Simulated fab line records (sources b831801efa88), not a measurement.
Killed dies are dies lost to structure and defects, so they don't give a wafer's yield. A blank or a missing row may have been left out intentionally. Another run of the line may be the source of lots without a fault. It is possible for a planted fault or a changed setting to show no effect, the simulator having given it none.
Comparing a struck lot with a sound one	flow gf180mcu	14 steps out of a route of 602
Sound: wafers L962.1, L962.3, L962.6. Wafers L952.3, L952.4, L952.6 were the ones struck. At the end, the cause is stated.
For every step that has rows: the tool of each side, followed by ch and its chambers, followed by its first start. Under that, the readings that differ: sound wafers	struck wafers	difference of the means	sigmas: that difference in standard deviations of wafers without a fault.
alike: same words and numbers on both sides, and readings whose means sit less than 2 such deviations apart. not compared: any withheld reading, any reading some wafer has no value for, any bound like >300 that may hide the same value, and any number with overlapping values for which the record gives no deviation.
A row with sigmas, a row that says differs or no value, or rows on one side alone: a step with any of these is where the two part. Non-overlapping numbers with no deviation appear without sigmas and do not part them. A reading missing from all wafers of one side parts the sides only when that side holds two or more wafers.

first, 2 steps without rows for these wafers: GF_M1_PEB_12 (peb time 90 s); GF_M1_DEVELOP_13 (develop time 60 s).
GF_M1_CD_MEAS_14: target cd 230 nm.
  struck on cd-sem-01, day 19 00:21; sound on cd-sem-01, day 22 18:26
reading	sound	struck	difference	sigmas
cd-nm (nm)	231.2 231.2 232.7	228.4 229.6 228.9	-2.7	-2
GF_M1_OVL_MEAS_15:
  struck on overlay-02, day 19 00:26; sound on overlay-02, day 22 18:34
  alike: M1_OVL
GF_M1_METAL_ETCH_16: etches the open film in Cl2/BCl3, stops on SiO2, target depth 750.8 nm, time 125.1 s.
  sound on rie-metal-04 ch 1, day 22 18:35; struck on rie-metal-04 ch 0,1, day 19 00:31
  alike: drypump-motor-current-A, oes-product-au, throttle-valve-pct
  not compared: rf-hours-counter-h
GF_M1_STRIP_17: strips in O2/N2.
  sound on plasma-asher-02 ch 0, day 22 18:51; struck on plasma-asher-01 ch 0,1, day 19 00:38
  alike: drypump-motor-current-A, heater-power-w, oes-product-au, strip-time-to-endpoint-s
  not compared: rf-hours-counter-h
then, 3 steps without rows for these wafers: GF_M1_STRIP_18 (strips in post etch residue remover, time 1200 s); GF_M1_CLEAN_19 (cleans in DIW); GF_V1_CVD_00 (deposits SiO2, target thk 600 nm, time 100 s).
GF_V1_THK_MEAS_01:
  struck on film-metro-02, day 19 01:13; sound on film-metro-04, day 22 19:28
  alike: V1_CVD_00_THK
GF_V1_CVD_02: deposits SiO2 from TEOS, target thk 850 nm, time 94.851 s.
  sound on pecvd-03 ch 1,2, day 22 19:31; struck on pecvd-02 ch 0,1, day 19 01:16
  alike: heater-power-w
GF_V1_THK_MEAS_03:
  struck on film-metro-01, day 19 01:21; sound on film-metro-01, day 22 19:35
  alike: V1_CVD_02_THK
GF_V1_CMP_04: polishes SiO2.
  sound on cmp-02 ch 0,2,3, day 22 19:41; struck on cmp-02 ch 1,2, day 19 01:30
  no value came back on the struck wafers for edge-zone-pressure-frac, head-pressure-psi (psi), motor-current-A (A), time-to-endpoint-s (s); on the sound wafers edge-zone-pressure-frac reads 1.003 0.993 1.003
reading	sound	struck	difference	sigmas
model.SiO2_of_V1_CVD_02.thk-nm (nm)	630.9 633.1 631.8	833 850.1 861.2	+216	
GF_V1_BOW_MEAS_05:
  struck on film-metro-01, day 19 02:14; sound on film-metro-04, day 22 19:56
reading	sound	struck	difference	sigmas
V1_BOW (um)	82 93 81	- - -	no value on the struck wafers	
  not compared: hold

## WHERE THEY PART
Earliest at GF_M1_CD_MEAS_14; latest, in this record, at GF_V1_BOW_MEAS_05.

WHY: what the simulator had put in
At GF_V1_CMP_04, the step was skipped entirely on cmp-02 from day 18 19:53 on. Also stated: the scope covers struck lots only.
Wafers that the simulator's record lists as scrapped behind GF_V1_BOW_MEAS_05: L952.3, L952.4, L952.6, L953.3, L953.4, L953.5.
